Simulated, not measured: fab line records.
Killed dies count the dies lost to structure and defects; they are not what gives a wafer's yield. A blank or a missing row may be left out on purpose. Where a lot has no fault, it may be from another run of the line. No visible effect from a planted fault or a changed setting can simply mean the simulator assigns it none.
Which of the tools did it? || flow gf180mcu || 12 lots with 36 wafers sampled at 6 steps, on a route of 602 steps

WHAT THE GAUGES READ, wafer by wafer
GF_VT_IMPLANT_TW_MEAS_32.
{"lot": "L336", "measured": "day 6 16:46", "on": "film metro-01", "VT_IMPLANT_3_TW": "266.4 267.6 268.7"}
{"lot": "L337", "measured": "day 7 00:52", "on": "film metro-03", "VT_IMPLANT_3_TW": "268.8 268.5 269.8"}
{"lot": "L344", "measured": "day 8 21:31", "on": "film metro-03", "VT_IMPLANT_3_TW": "267.6 268.1 269.3"}
{"lot": "L345", "measured": "day 9 06:42", "on": "film metro-01", "VT_IMPLANT_3_TW": "264.4 265.7 266.0"}
{"lot": "L346", "measured": "day 10 03:19", "on": "film metro-01", "VT_IMPLANT_3_TW": "266.6 266.5 266.3"}
{"lot": "L347", "measured": "day 10 13:43", "on": "film metro-01", "VT_IMPLANT_3_TW": "268.5 266.3 265.6"}
{"lot": "L349", "measured": "day 10 15:57", "on": "film metro-04", "VT_IMPLANT_3_TW": "269.9 271.1 269.8"}
{"lot": "L348", "measured": "day 10 16:16", "on": "film metro-01", "VT_IMPLANT_3_TW": "267.0 266.5 265.9"}
{"lot": "L351", "measured": "day 11 06:57", "on": "film metro-03", "VT_IMPLANT_3_TW": "269.7 271.5 269.6"}
{"lot": "L355", "measured": "day 12 08:48", "on": "film metro-04", "VT_IMPLANT_3_TW": "268.4 268.3 268.1"}
{"lot": "L358", "measured": "day 12 22:07", "on": "film metro-03", "VT_IMPLANT_3_TW": "269.9 269.1 272.4"}
{"lot": "L359", "measured": "day 13 03:26", "on": "film metro-03", "VT_IMPLANT_3_TW": "271.2 271.7 271.0"}

GF_HV_LDD_CD_MEAS_46 targets a cd of 400 nm.
{"lot": "L336", "measured": "day 12 02:22", "on": "cd sem-01", "cd nm (nm)": "403.1 401.9 403.1"}
{"lot": "L337", "measured": "day 12 10:28", "on": "cd sem-01", "cd nm (nm)": "400.5 399.4 399.8"}
{"lot": "L344", "measured": "day 14 18:36", "on": "cd sem-02", "cd nm (nm)": "399.1 397.4 395.6"}
{"lot": "L345", "measured": "day 15 07:07", "on": "cd sem-01", "cd nm (nm)": "399.4 396.8 397.8"}
{"lot": "L346", "measured": "day 16 09:04", "on": "cd sem-01", "cd nm (nm)": "403.3 398.3 401.7"}
{"lot": "L347", "measured": "day 16 20:22", "on": "cd sem-02", "cd nm (nm)": "387.1 385.9 385.5"}
{"lot": "L349", "measured": "day 16 22:23", "on": "cd sem-02", "cd nm (nm)": "381.3 382.3 384.0"}
{"lot": "L348", "measured": "day 17 00:48", "on": "cd sem-02", "cd nm (nm)": "387.8 384.7 385.4"}
{"lot": "L351", "measured": "day 17 19:07", "on": "cd sem-02", "cd nm (nm)": "397.8 398.1 400.0"}
{"lot": "L355", "measured": "day 19 03:47", "on": "cd sem-01", "cd nm (nm)": "400.2 399.2 400.3"}
{"lot": "L358", "measured": "day 19 18:06", "on": "cd sem-01", "cd nm (nm)": "397.2 399.7 400.3"}
{"lot": "L359", "measured": "day 20 01:22", "on": "cd sem-02", "cd nm (nm)": "398.1 399.2 398.5"}

GF_V1_THK_MEAS_03.
{"lot": "L336", "measured": "day 16 16:55", "on": "film metro-01", "V1_CVD_02_THK (nm)": "849 851 865"}
{"lot": "L337", "measured": "day 17 03:06", "on": "film metro-02", "V1_CVD_02_THK (nm)": "831 852 849"}
{"lot": "L344", "measured": "day 19 23:02", "on": "film metro-02", "V1_CVD_02_THK (nm)": "837 846 846"}
{"lot": "L345", "measured": "day 20 11:59", "on": "film metro-03", "V1_CVD_02_THK (nm)": "844 858 842"}
{"lot": "L346", "measured": "day 21 16:13", "on": "film metro-01", "V1_CVD_02_THK (nm)": "849 845 852"}
{"lot": "L347", "measured": "day 22 02:11", "on": "film metro-02", "V1_CVD_02_THK (nm)": "845 834 858"}
{"lot": "L349", "measured": "day 22 06:25", "on": "film metro-01", "V1_CVD_02_THK (nm)": "833 829 848"}
{"lot": "L348", "measured": "day 22 07:29", "on": "film metro-03", "V1_CVD_02_THK (nm)": "832 847 845"}
{"lot": "L351", "measured": "day 23 01:34", "on": "film metro-01", "V1_CVD_02_THK (nm)": "831 838 852"}
{"lot": "L355", "measured": "day 24 10:14", "on": "film metro-02", "V1_CVD_02_THK (nm)": "853 843 864"}
{"lot": "L358", "measured": "day 24 21:53", "on": "film metro-02", "V1_CVD_02_THK (nm)": "837 840 862"}
{"lot": "L359", "measured": "day 25 05:05", "on": "film metro-01", "V1_CVD_02_THK (nm)": "867 876 875"}

GF_V1_THK_MEAS_25: measures by xrf.
{"lot": "L336", "measured": "day 17 16:55", "on": "film metro-02", "V1_W_THK (nm)": "368 368 367"}
{"lot": "L337", "measured": "day 18 03:44", "on": "film metro-02", "V1_W_THK (nm)": "361 367 365"}
{"lot": "L344", "measured": "day 21 00:07", "on": "film metro-01", "V1_W_THK (nm)": "362 364 363"}
{"lot": "L345", "measured": "day 21 13:05", "on": "film metro-03", "V1_W_THK (nm)": "361 362 356"}
{"lot": "L346", "measured": "day 22 17:25", "on": "film metro-01", "V1_W_THK (nm)": "363 360 363"}
{"lot": "L347", "measured": "day 23 02:39", "on": "film metro-02", "V1_W_THK (nm)": "369 374 367"}
{"lot": "L349", "measured": "day 23 07:13", "on": "film metro-02", "V1_W_THK (nm)": "370 371 374"}
{"lot": "L348", "measured": "day 23 08:31", "on": "film metro-01", "V1_W_THK (nm)": "367 372 370"}
{"lot": "L351", "measured": "day 24 01:40", "on": "film metro-02", "V1_W_THK (nm)": "370 362 364"}
{"lot": "L355", "measured": "day 25 08:44", "on": "film metro-01", "V1_W_THK (nm)": "360 361 357"}
{"lot": "L358", "measured": "day 25 21:43", "on": "film metro-01", "V1_W_THK (nm)": "355 359 364"}
{"lot": "L359", "measured": "day 26 03:44", "on": "film metro-03", "V1_W_THK (nm)": "362 360 368"}

EACH LOT AND THE TOOL THAT RAN IT (in order: tool; ch and the chambers of the sampled wafers; start)
{"lot": "L336", "GF_HV_LDD_COAT_41": "litho track-02 ch 0, day 11 16:58", "GF_HV_LDD_STRIP_49": "plasma asher-02 ch 0,1, day 12 02:38"}
{"lot": "L337", "GF_HV_LDD_COAT_41": "litho track-04 ch 0, day 12 00:49", "GF_HV_LDD_STRIP_49": "plasma asher-01 ch 0,1, day 12 10:47"}
{"lot": "L344", "GF_HV_LDD_COAT_41": "litho track-02 ch 0, day 14 08:40", "GF_HV_LDD_STRIP_49": "plasma asher-02 ch 0,1, day 14 18:53"}
{"lot": "L345", "GF_HV_LDD_COAT_41": "litho track-02 ch 0, day 14 20:50", "GF_HV_LDD_STRIP_49": "plasma asher-01 ch 0,1, day 15 07:25"}
{"lot": "L346", "GF_HV_LDD_COAT_41": "litho track-04 ch 0, day 15 21:31", "GF_HV_LDD_STRIP_49": "plasma asher-01 ch 0,1, day 16 09:22"}
{"lot": "L347", "GF_HV_LDD_COAT_41": "litho track-02 ch 0, day 16 09:08", "GF_HV_LDD_STRIP_49": "plasma asher-02 ch 0,1, day 16 20:40"}
{"lot": "L349", "GF_HV_LDD_COAT_41": "litho track-02 ch 0, day 16 11:11", "GF_HV_LDD_STRIP_49": "plasma asher-04 ch 0,1, day 16 22:41"}
{"lot": "L348", "GF_HV_LDD_COAT_41": "litho track-02 ch 0, day 16 13:01", "GF_HV_LDD_STRIP_49": "plasma asher-01 ch 0,1, day 17 01:05"}
{"lot": "L351", "GF_HV_LDD_COAT_41": "litho track-01 ch 0, day 17 07:55", "GF_HV_LDD_STRIP_49": "plasma asher-02 ch 0,1, day 17 19:25"}
{"lot": "L355", "GF_HV_LDD_COAT_41": "litho track-04 ch 0, day 18 15:43", "GF_HV_LDD_STRIP_49": "plasma asher-04 ch 0,1, day 19 04:05"}
{"lot": "L358", "GF_HV_LDD_COAT_41": "litho track-02 ch 0, day 19 05:31", "GF_HV_LDD_STRIP_49": "plasma asher-04 ch 0,1, day 19 18:23"}
{"lot": "L359", "GF_HV_LDD_COAT_41": "litho track-01 ch 0, day 19 12:58", "GF_HV_LDD_STRIP_49": "plasma asher-02 ch 0,1, day 20 01:40"}
- GF_HV_LDD_COAT_41: resist thk 1000 nm.
- GF_HV_LDD_STRIP_49: strips in O2/N2.

WHAT THE TOOLS THEMSELVES READ (means of the sampled wafers that have a number; where no wafer has one, the mark that the record gives instead)
GF_HV_LDD_COAT_41.
{"lot": "L336", "tool": "litho track-02", "resist line temp C (C)": 22.89, "spin speed rpm (rpm)": 3000.9}
{"lot": "L337", "tool": "litho track-04", "resist line temp C (C)": 23.05, "spin speed rpm (rpm)": 2998.8}
{"lot": "L344", "tool": "litho track-02", "resist line temp C (C)": 23.10, "spin speed rpm (rpm)": 3000.4}
{"lot": "L345", "tool": "litho track-02", "resist line temp C (C)": 22.95, "spin speed rpm (rpm)": 3000.7}
{"lot": "L346", "tool": "litho track-04", "resist line temp C (C)": 22.92, "spin speed rpm (rpm)": 3000.0}
{"lot": "L347", "tool": "litho track-02", "resist line temp C (C)": 22.96, "spin speed rpm (rpm)": 2195.5}
{"lot": "L349", "tool": "litho track-02", "resist line temp C (C)": 22.86, "spin speed rpm (rpm)": 2196.1}
{"lot": "L348", "tool": "litho track-02", "resist line temp C (C)": 23.15, "spin speed rpm (rpm)": 2195.8}
{"lot": "L351", "tool": "litho track-01", "resist line temp C (C)": 22.89, "spin speed rpm (rpm)": 3000.3}
{"lot": "L355", "tool": "litho track-04", "resist line temp C (C)": 23.15, "spin speed rpm (rpm)": 2999.0}
{"lot": "L358", "tool": "litho track-02", "resist line temp C (C)": 22.95, "spin speed rpm (rpm)": 2999.5}
{"lot": "L359", "tool": "litho track-01", "resist line temp C (C)": 22.89, "spin speed rpm (rpm)": 2999.4}

GF_HV_LDD_STRIP_49.
{"lot": "L336", "tool": "plasma asher-02", "drypump motor current A (A)": 5.63, "heater power w (W)": 338, "n2 flow sccm (sccm)": 300.0, "oes product au (a.u.)": 0.716, "strip time to endpoint s (s)": 12.67}
{"lot": "L337", "tool": "plasma asher-01", "drypump motor current A (A)": 5.47, "heater power w (W)": 335, "n2 flow sccm (sccm)": 300.0, "oes product au (a.u.)": 0.718, "strip time to endpoint s (s)": 12.58}
{"lot": "L344", "tool": "plasma asher-02", "drypump motor current A (A)": 5.57, "heater power w (W)": 349, "n2 flow sccm (sccm)": 300.6, "oes product au (a.u.)": 0.717, "strip time to endpoint s (s)": 12.63}
{"lot": "L345", "tool": "plasma asher-01", "drypump motor current A (A)": 5.47, "heater power w (W)": 353, "n2 flow sccm (sccm)": 299.5, "oes product au (a.u.)": 0.716, "strip time to endpoint s (s)": 12.60}
{"lot": "L346", "tool": "plasma asher-01", "drypump motor current A (A)": 5.48, "heater power w (W)": 337, "n2 flow sccm (sccm)": 300.1, "oes product au (a.u.)": 0.715, "strip time to endpoint s (s)": 12.63}
{"lot": "L347", "tool": "plasma asher-02", "drypump motor current A (A)": 5.62, "heater power w (W)": 340, "n2 flow sccm (sccm)": 299.1, "oes product au (a.u.)": 0.712, "strip time to endpoint s (s)": 14.48}
{"lot": "L349", "tool": "plasma asher-04", "drypump motor current A (A)": 5.55, "heater power w (W)": 328, "n2 flow sccm (sccm)": 300.1, "oes product au (a.u.)": 0.718, "strip time to endpoint s (s)": 14.49}
{"lot": "L348", "tool": "plasma asher-01", "drypump motor current A (A)": 5.49, "heater power w (W)": 353, "n2 flow sccm (sccm)": 301.3, "oes product au (a.u.)": 0.715, "strip time to endpoint s (s)": 14.51}
{"lot": "L351", "tool": "plasma asher-02", "drypump motor current A (A)": 5.63, "heater power w (W)": 336, "n2 flow sccm (sccm)": 299.5, "oes product au (a.u.)": 0.711, "strip time to endpoint s (s)": 12.66}
{"lot": "L355", "tool": "plasma asher-04", "drypump motor current A (A)": 5.57, "heater power w (W)": 323, "n2 flow sccm (sccm)": 299.3, "oes product au (a.u.)": 0.709, "strip time to endpoint s (s)": 12.52}
{"lot": "L358", "tool": "plasma asher-04", "drypump motor current A (A)": 5.56, "heater power w (W)": 315, "n2 flow sccm (sccm)": 299.8, "oes product au (a.u.)": 0.721, "strip time to endpoint s (s)": 12.60}
{"lot": "L359", "tool": "plasma asher-02", "drypump motor current A (A)": 5.63, "heater power w (W)": 340, "n2 flow sccm (sccm)": 299.7, "oes product au (a.u.)": 0.720, "strip time to endpoint s (s)": 12.59}

THE ANSWER, worked out from the rows above alone
Rule: the lots themselves supply what counts as usual. The widest of any qualifying gaps counts: lots, ordered by their means at a reading, are off when they make up no more than a third of the lots, leave a main group of 4 or more, and stand apart from it by 3 or more times the standard deviation of that group's means. The tables above print the reading to a certain number of digits; a main group whose means all agree to those digits is not used. Also off: a lot with no number at a reading for which 4 or more lots have one. Where the step has rows for the other lots, those lots are counted as sound. The gauges are gone through in route order, then the tools' own readings, and for those a lot's mean is taken as printed above. At the first step where some lot is off, the reading lying furthest off is the one used; lots without a number count as furthest.
Off: L347, L349, L348 (GF_HV_LDD_CD_MEAS_46, cd nm). For the main group the mean is 399.5 nm and the standard deviation 1.6.
If a tool, at a process step before that reading, ran all the lots that are off and no sound lot after the first of them, it fits. Not tried: the gauges at GF_HV_LDD_CD_MEAS_46; whatever is off there is also off at GF_HV_LDD_COAT_41, on other tools, and gauge error can't account for it. Of those tried, none fits.

WHAT THE SIMULATOR PUT IN
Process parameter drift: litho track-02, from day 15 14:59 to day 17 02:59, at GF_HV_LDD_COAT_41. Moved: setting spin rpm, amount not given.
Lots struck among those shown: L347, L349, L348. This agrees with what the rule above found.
